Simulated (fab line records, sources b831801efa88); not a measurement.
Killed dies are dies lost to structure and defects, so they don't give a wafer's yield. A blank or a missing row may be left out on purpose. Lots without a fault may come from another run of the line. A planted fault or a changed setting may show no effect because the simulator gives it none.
One fault seen from 2 desks | flow gf180mcu | each desk has only its own numbers; what lay behind them comes last

THE METROLOGY DESK
What the gauges read, lot by lot, whatever tool the lot ran on: means of the sampled wafers that have a number. A lot is out of limits, marked OUT, if its mean lies more than 4 standard deviations from the usual mean; the brackets give that distance.
Columns: A = INCOMING_BOW at GF_STI_BOW_MEAS_00, usual 0 um; B = cd_nm at GF_STI_CD_MEAS_12, usual 219.9 nm; C = STI_OXIDATION_01_THK at GF_STI_THK_MEAS_22, usual 15.0 nm; D = LVPWELL_RS at GF_VT_IMPLANT_RS_MEAS_48, usual 1196.5 ohm/sq
lot  | first seen here | A  | B     | C    | D
L336 | day 1 15:01     | 2  | 219.8 | 15.0 | 1195.3
L337 | day 1 20:01     | -4 | 219.3 | 14.9 | 1195.5
L338 | day 2 01:02     | 2  | 219.0 | 15.3 | 1195.2
L339 | day 2 06:01     | -3 | 219.1 | 14.9 | 1192.7
L340 | day 2 11:00     | 6  | 219.3 | 15.0 | 1200.7
L342 | day 2 21:00     | -2 | 219.8 | 15.3 | 1199.1
L344 | day 3 07:00     | -0 | 218.9 | 14.9 | 1196.0
L345 | day 3 12:00     | 3  | 219.3 | 14.9 | 1192.2
L346 | day 3 17:00     | -2 | 220.9 | 14.8 | 1195.7
L347 | day 3 22:01     | -6 | 219.6 | 15.0 | 1194.8
L348 | day 4 03:01     | 1  | 221.4 | 14.9 | 1197.1
L355 | day 5 14:04     | 1  | 217.5 | 14.7 | 1200.5
L357 | day 6 00:00     | 1  | 221.3 | 15.9 | 1195.3
This desk's finding: nothing out of limits on any of the 13 lots.

THE TOOL OWNER'S DESK: krf_scanner-02
The tool's own readings at GF_STI_EXPOSE_09 (exposes mask COMP, target cd 220 nm): means of the sampled wafers that have a number, for each lot that ran on this tool. A lot is out of limits, marked OUT, if its mean lies more than 4 standard deviations from the usual mean; the brackets give that distance.
Columns: A = exposure_dose_mJ_cm2 at GF_STI_EXPOSE_09, usual 27.998; B = focus_offset_nm at GF_STI_EXPOSE_09, usual 0.0 nm
lot  | first seen here | A      | B
L338 | day 2 11:28     | 28.035 | 0.6
L339 | day 2 16:44     | 27.983 | -0.1
L340 | day 2 22:12     | 27.988 | -0.2
L344 | day 3 16:57     | 27.964 | -0.6
L345 | day 3 22:28     | 27.988 | -1.1
L346 | day 4 04:13     | 27.972 | -0.1
L347 | day 4 08:02     | 27.996 | 0.3
L348 | day 4 14:14     | 28.029 | -0.1
L355 | day 6 01:51     | 28.026 | -0.3
This desk's finding: nothing out of limits on any of the 9 lots.

PUT TOGETHER
The metrology desk saw nothing out of limits.
The tool owner's desk saw nothing out of limits.

WHAT THE SIMULATOR HAD PUT IN
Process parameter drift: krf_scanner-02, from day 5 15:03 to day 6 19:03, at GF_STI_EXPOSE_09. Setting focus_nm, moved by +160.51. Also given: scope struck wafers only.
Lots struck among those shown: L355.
